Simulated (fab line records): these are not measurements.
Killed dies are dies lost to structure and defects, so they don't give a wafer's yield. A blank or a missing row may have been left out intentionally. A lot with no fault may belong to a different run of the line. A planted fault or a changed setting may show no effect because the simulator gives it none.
Which tool is to blame? :: flow sky130 :: 13 lots with 39 wafers sampled at 4 steps, on a route of 708 steps

## WHAT THE GAUGES SHOWED, per wafer
SKY_VT_ADJUST_HVTR_OVL_MEAS_08. Usual: VT_ADJUST_HVTR_OVL gives -0.3 nm (standard deviation 1.4).
lot: L847
measured: day 9 18:09
on: overlay-01
VT_ADJUST_HVTR_OVL (nm): 2.2 1.7 0.5
flag: 

lot: L850
measured: day 10 08:51
on: overlay-02
VT_ADJUST_HVTR_OVL (nm): -2.1 0.1 -1.8
flag: 

lot: L851
measured: day 10 18:31
on: overlay-02
VT_ADJUST_HVTR_OVL (nm): 1.0 -0.6 -0.1
flag: 

lot: L852
measured: day 10 22:22
on: overlay-02
VT_ADJUST_HVTR_OVL (nm): -2.8 -2.6 -1.9
flag: 

lot: L854
measured: day 11 14:04
on: overlay-01
VT_ADJUST_HVTR_OVL (nm): -0.4 -2.7 -0.3
flag: 

lot: L855
measured: day 11 22:37
on: overlay-02
VT_ADJUST_HVTR_OVL (nm): -2.3 -1.0 -0.1
flag: 

lot: L856
measured: day 12 06:40
on: overlay-02
VT_ADJUST_HVTR_OVL (nm): -0.5 -0.2 -1.4
flag: 

lot: L857
measured: day 12 15:19
on: overlay-01
VT_ADJUST_HVTR_OVL (nm): -0.3 0.3 -1.2
flag: 

lot: L859
measured: day 13 01:13
on: overlay-01
VT_ADJUST_HVTR_OVL (nm): 0.1 0.6 0.0
flag: 

lot: L862
measured: day 14 01:49
on: overlay-01
VT_ADJUST_HVTR_OVL (nm): 0.2 1.5 1.4
flag: 

lot: L863
measured: day 14 07:25
on: overlay-02
VT_ADJUST_HVTR_OVL (nm): -1.5 0.3 -0.8
flag: 

lot: L869
measured: day 16 05:21
on: overlay-01
VT_ADJUST_HVTR_OVL (nm): 0.0 3.3 1.8
flag: 

lot: L870
measured: day 17 19:10
on: overlay-01
VT_ADJUST_HVTR_OVL (nm): 0.5 1.8 0.9
flag: 

SKY_POLY_GATE_CD_MEAS_13: target cd 150 nm. Usual: cd-nm at 149.9 nm, with a standard deviation of 1.1.
lot: L847
measured: day 16 14:05
on: cd-sem-02
cd-nm (nm): 149.0 149.5 149.1
flag: 

lot: L850
measured: day 17 10:17
on: cd-sem-01
cd-nm (nm): 149.2 149.6 148.3
flag: 

lot: L851
measured: day 17 23:04
on: cd-sem-01
cd-nm (nm): 150.9 151.4 151.8
flag: 

lot: L852
measured: day 18 07:17
on: cd-sem-01
cd-nm (nm): 149.6 148.3 149.7
flag: 

lot: L854
measured: day 19 01:11
on: cd-sem-02
cd-nm (nm): 148.3 148.5 149.5
flag: 

lot: L855
measured: day 19 12:06
on: cd-sem-02
cd-nm (nm): 147.7 150.3 149.4
flag: 

lot: L856
measured: day 19 21:35
on: cd-sem-01
cd-nm (nm): 151.5 151.7 152.2
flag: 

lot: L857
measured: day 20 06:03
on: cd-sem-01
cd-nm (nm): 150.2 150.3 150.9
flag: 

lot: L859
measured: day 20 20:12
on: cd-sem-01
cd-nm (nm): 147.9 148.3 148.3
flag: 

lot: L862
measured: day 22 00:17
on: cd-sem-01
cd-nm (nm): 148.1 150.0 150.8
flag: 

lot: L869
measured: day 24 20:41
on: cd-sem-01
cd-nm (nm): 150.8 150.9 151.4
flag: 

lot: L870
measured: day 25 16:31
on: cd-sem-01
cd-nm (nm): 150.4 149.6 150.3
flag: 

## WHAT TOOL EACH LOT RAN ON (gives the tool, then ch and the chambers of the sampled wafers, and finally the start)
lot: L847
SKY_VT_ADJUST_PCH_STRIP_09: plasma-asher-01 ch 0,1, day 10 16:42
SKY_GATE_OXIDE_STRIP_13: plasma-asher-04 ch 0, day 14 01:37

lot: L850
SKY_VT_ADJUST_PCH_STRIP_09: plasma-asher-04 ch 0,1, day 11 08:11
SKY_GATE_OXIDE_STRIP_13: plasma-asher-04 ch 0,1, day 14 18:20

lot: L851
SKY_VT_ADJUST_PCH_STRIP_09: plasma-asher-02 ch 0,1, day 11 18:40
SKY_GATE_OXIDE_STRIP_13: plasma-asher-02 ch 0,1, day 15 07:57

lot: L852
SKY_VT_ADJUST_PCH_STRIP_09: plasma-asher-01 ch 0,1, day 11 22:13
SKY_GATE_OXIDE_STRIP_13: plasma-asher-03 ch 0,1, day 15 14:46

lot: L854
SKY_VT_ADJUST_PCH_STRIP_09: plasma-asher-01 ch 0,1, day 12 14:40
SKY_GATE_OXIDE_STRIP_13: plasma-asher-03 ch 0,1, day 16 09:13

lot: L855
SKY_VT_ADJUST_PCH_STRIP_09: plasma-asher-04 ch 0,1, day 12 23:16
SKY_GATE_OXIDE_STRIP_13: plasma-asher-02 ch 0,1, day 16 16:14

lot: L856
SKY_VT_ADJUST_PCH_STRIP_09: plasma-asher-02 ch 0,1, day 13 08:11
SKY_GATE_OXIDE_STRIP_13: plasma-asher-04 ch 0,1, day 17 02:23

lot: L857
SKY_VT_ADJUST_PCH_STRIP_09: plasma-asher-02 ch 0,1, day 13 16:13
SKY_GATE_OXIDE_STRIP_13: plasma-asher-03 ch 0,1, day 17 10:52

lot: L859
SKY_VT_ADJUST_PCH_STRIP_09: plasma-asher-04 ch 0,1, day 14 03:12
SKY_GATE_OXIDE_STRIP_13: plasma-asher-04 ch 0,1, day 17 23:25

lot: L862
SKY_VT_ADJUST_PCH_STRIP_09: plasma-asher-02 ch 0,1, day 15 04:53
SKY_GATE_OXIDE_STRIP_13: plasma-asher-02 ch 0,1, day 19 02:05

lot: L863
SKY_VT_ADJUST_PCH_STRIP_09: plasma-asher-04 ch 0,1, day 15 11:10
SKY_GATE_OXIDE_STRIP_13: plasma-asher-02 ch 0,1, day 19 13:59

lot: L869
SKY_VT_ADJUST_PCH_STRIP_09: plasma-asher-01 ch 1, day 17 10:41
SKY_GATE_OXIDE_STRIP_13: plasma-asher-03 ch 0,1, day 21 15:56

lot: L870
SKY_VT_ADJUST_PCH_STRIP_09: plasma-asher-02 ch 0,1, day 19 00:51
SKY_GATE_OXIDE_STRIP_13: plasma-asher-04 ch 0,1, day 23 01:49
- SKY_VT_ADJUST_PCH_STRIP_09: strips in O2/N2.
- SKY_GATE_OXIDE_STRIP_13: strips in O2/N2.

## WHAT THE TOOLS THEMSELVES READ (means of the sampled wafers that have a number; where no wafer has one, the mark that the record gives instead)
SKY_VT_ADJUST_PCH_STRIP_09. Usual: drypump-motor-current-A 5.6 A, standard deviation 0.53; oes-product-au 0.722 a.u., standard deviation 0.0044; strip-time-to-endpoint-s 36.87 s, standard deviation 0.11.
lot: L847
tool: plasma-asher-01
drypump-motor-current-A (A): 5.9
oes-product-au (a.u.): 0.722
strip-time-to-endpoint-s (s): 36.93
flag: 

lot: L850
tool: plasma-asher-04
drypump-motor-current-A (A): 5.1
oes-product-au (a.u.): 0.720
strip-time-to-endpoint-s (s): 36.89
flag: 

lot: L851
tool: plasma-asher-02
drypump-motor-current-A (A): 5.4
oes-product-au (a.u.): 0.723
strip-time-to-endpoint-s (s): 36.81
flag: 

lot: L852
tool: plasma-asher-01
drypump-motor-current-A (A): 5.9
oes-product-au (a.u.): 0.719
strip-time-to-endpoint-s (s): 36.95
flag: 

lot: L854
tool: plasma-asher-01
drypump-motor-current-A (A): 5.9
oes-product-au (a.u.): 0.722
strip-time-to-endpoint-s (s): 36.93
flag: 

lot: L855
tool: plasma-asher-04
drypump-motor-current-A (A): 5.1
oes-product-au (a.u.): 0.719
strip-time-to-endpoint-s (s): 36.97
flag: 

lot: L856
tool: plasma-asher-02
drypump-motor-current-A (A): 5.7
oes-product-au (a.u.): 0.720
strip-time-to-endpoint-s (s): 36.83
flag: 

lot: L857
tool: plasma-asher-02
drypump-motor-current-A (A): 5.7
oes-product-au (a.u.): 0.726
strip-time-to-endpoint-s (s): 36.96
flag: 

lot: L859
tool: plasma-asher-04
drypump-motor-current-A (A): 5.1
oes-product-au (a.u.): 0.722
strip-time-to-endpoint-s (s): 36.80
flag: 

lot: L862
tool: plasma-asher-02
drypump-motor-current-A (A): 5.7
oes-product-au (a.u.): 0.727
strip-time-to-endpoint-s (s): 36.87
flag: 

lot: L863
tool: plasma-asher-04
drypump-motor-current-A (A): 5.1
oes-product-au (a.u.): 0.722
strip-time-to-endpoint-s (s): 36.76
flag: 

lot: L869
tool: plasma-asher-01
drypump-motor-current-A (A): 5.6
oes-product-au (a.u.): 0.717
strip-time-to-endpoint-s (s): 37.07
flag: 

lot: L870
tool: plasma-asher-02
drypump-motor-current-A (A): 5.7
oes-product-au (a.u.): 0.721
strip-time-to-endpoint-s (s): 37.01
flag: 

SKY_GATE_OXIDE_STRIP_13. Usual: drypump-motor-current-A 5.4 A, standard deviation 0.44; oes-product-au 0.716 a.u., standard deviation 0.0048; strip-time-to-endpoint-s 14.15 s, standard deviation 0.037.
lot: L847
tool: plasma-asher-04
drypump-motor-current-A (A): 5.0
oes-product-au (a.u.): 0.711
strip-time-to-endpoint-s (s): 14.14
flag: 

lot: L850
tool: plasma-asher-04
drypump-motor-current-A (A): 5.1
oes-product-au (a.u.): 0.715
strip-time-to-endpoint-s (s): 14.19
flag: 

lot: L851
tool: plasma-asher-02
drypump-motor-current-A (A): 5.4
oes-product-au (a.u.): 0.712
strip-time-to-endpoint-s (s): 14.14
flag: 

lot: L852
tool: plasma-asher-03
drypump-motor-current-A (A): 5.5
oes-product-au (a.u.): 0.709
strip-time-to-endpoint-s (s): 14.15
flag: 

lot: L854
tool: plasma-asher-03
drypump-motor-current-A (A): 5.8
oes-product-au (a.u.): 0.713
strip-time-to-endpoint-s (s): 14.16
flag: 

lot: L855
tool: plasma-asher-02
drypump-motor-current-A (A): 5.7
oes-product-au (a.u.): 0.716
strip-time-to-endpoint-s (s): 14.19
flag: 

lot: L856
tool: plasma-asher-04
drypump-motor-current-A (A): 5.1
oes-product-au (a.u.): 0.717
strip-time-to-endpoint-s (s): 14.20
flag: 

lot: L857
tool: plasma-asher-03
drypump-motor-current-A (A): 5.8
oes-product-au (a.u.): 0.717
strip-time-to-endpoint-s (s): 14.17
flag: 

lot: L859
tool: plasma-asher-04
drypump-motor-current-A (A): 5.1
oes-product-au (a.u.): 0.715
strip-time-to-endpoint-s (s): 14.16
flag: 

lot: L862
tool: plasma-asher-02
drypump-motor-current-A (A): 5.7
oes-product-au (a.u.): 0.712
strip-time-to-endpoint-s (s): 14.18
flag: 

lot: L863
tool: plasma-asher-02
drypump-motor-current-A (A): 5.4
oes-product-au (a.u.): 0.943
strip-time-to-endpoint-s (s): -
flag: OFF

lot: L869
tool: plasma-asher-03
drypump-motor-current-A (A): 5.8
oes-product-au (a.u.): 0.717
strip-time-to-endpoint-s (s): 14.11
flag: 

lot: L870
tool: plasma-asher-04
drypump-motor-current-A (A): 5.1
oes-product-au (a.u.): 0.716
strip-time-to-endpoint-s (s): 14.13
flag: 

## THE ANSWER, worked out from the rows above alone
Rule: a lot counts as off when the mean over its wafers that have a number is more than 3 standard deviations away from the usual mean. A lot without any number at a reading at which 4 lots or more have one is off too. All remaining lots with rows at the step are treated as sound. First the gauges in route order, then the tools' own readings, where a lot's mean is used as printed above. The first step at which some lot is off is used, and at that step the reading that is off furthest; a lot without a number counts as furthest.
Off, at SKY_GATE_OXIDE_STRIP_13 on strip-time-to-endpoint-s: L863. Without a number there: L863.
If a tool, at that step or one of the process steps before it, ran each lot that is off and ran no sound lot following the first of them, it fits. 2 tools fit, plasma-asher-04 at SKY_VT_ADJUST_PCH_STRIP_09 and plasma-asher-02 at SKY_GATE_OXIDE_STRIP_13, so this cannot tell which one it is.

## WHAT THE SIMULATOR HAD PUT IN
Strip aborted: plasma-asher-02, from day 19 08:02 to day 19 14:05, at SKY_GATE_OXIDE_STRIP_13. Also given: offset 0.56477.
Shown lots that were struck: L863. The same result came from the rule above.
